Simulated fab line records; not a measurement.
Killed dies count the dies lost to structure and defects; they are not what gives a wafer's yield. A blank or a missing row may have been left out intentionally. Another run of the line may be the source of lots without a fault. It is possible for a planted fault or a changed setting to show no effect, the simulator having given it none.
Chamber matching    flow sky130    4 sister chambers for SKY_CONTACT_CMP_27 on cmp-02
The step polishes, stops on SiO2, t overpolish 15 s, target thk 0 nm. 14 wafers are shown with their chamber, then 6 later ones without.

WAFERS PAIRED WITH THEIR CHAMBERS
wafer   chamber  motor-current-A (A)  time-to-endpoint-s (s)  overpolish-run-s (s)
L912.1  3        10.7                 82                      15.023
L912.4  0        8.9                  86                      14.996
L912.6  1        11.6                 85                      14.985
L915.1  1        11.7                 82                      15.014
L915.4  3        10.6                 79                      15.002
L915.6  2        10.4                 75                      15.004
L917.1  2        10.1                 78                      14.993
L917.2  1        11.3                 82                      15.017
L917.5  2        10.3                 79                      15.018
L920.2  2        10.4                 82                      15.003
L920.4  0        8.6                  87                      15.003
L920.5  1        12.0                 88                      14.998
L926.3  1        11.7                 82                      14.996
L926.6  3        9.5                  80                      15.001

SIGNATURES (averages over the wafers above)
reading             chamber 0  chamber 1  chamber 2  chamber 3  scatter within a chamber
motor-current-A     8.750      11.660     10.300     10.267     0.353
time-to-endpoint-s  86.50      83.80      78.50      80.33      2.43
overpolish-run-s    14.99950   15.00200   15.00450   15.00867   0.0117
Rule: distance of a wafer from a chamber = root of the sum over the readings of ((wafer's reading minus chamber's mean) / reading's scatter) squared. The wafer belongs to the nearest chamber; if the next one is less than 2 further off, it can't be placed. How the scatter is found: for the shown wafers, subtract from each reading the mean of its chamber, square and add these, divide the total by (wafers less chambers), then take the root.

WAFERS WITH NO CHAMBER GIVEN
wafer   motor-current-A (A)  time-to-endpoint-s (s)  overpolish-run-s (s)
L931.2  10.7                 78                      14.988
L931.4  10.5                 80                      15.001
L931.5  11.5                 86                      14.998
L932.1  10.4                 80                      15.010
L932.3  11.7                 86                      14.999
L932.6  11.0                 84                      14.994

THE CHAMBER EACH PASSED THROUGH
wafer   from the rows above           in truth
L931.2  can't be placed: 2 or 3 or 1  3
L931.4  can't be placed: 2 or 3       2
L931.5  1                             1
L932.1  can't be placed: 3 or 2       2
L932.3  1                             1
L932.6  can't be placed: 1 or 3 or 2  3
2 of 6 placed correctly. Cannot be placed on the basis of these rows: 4; the candidates contain the true chamber in 4. Placed wrongly: 0.
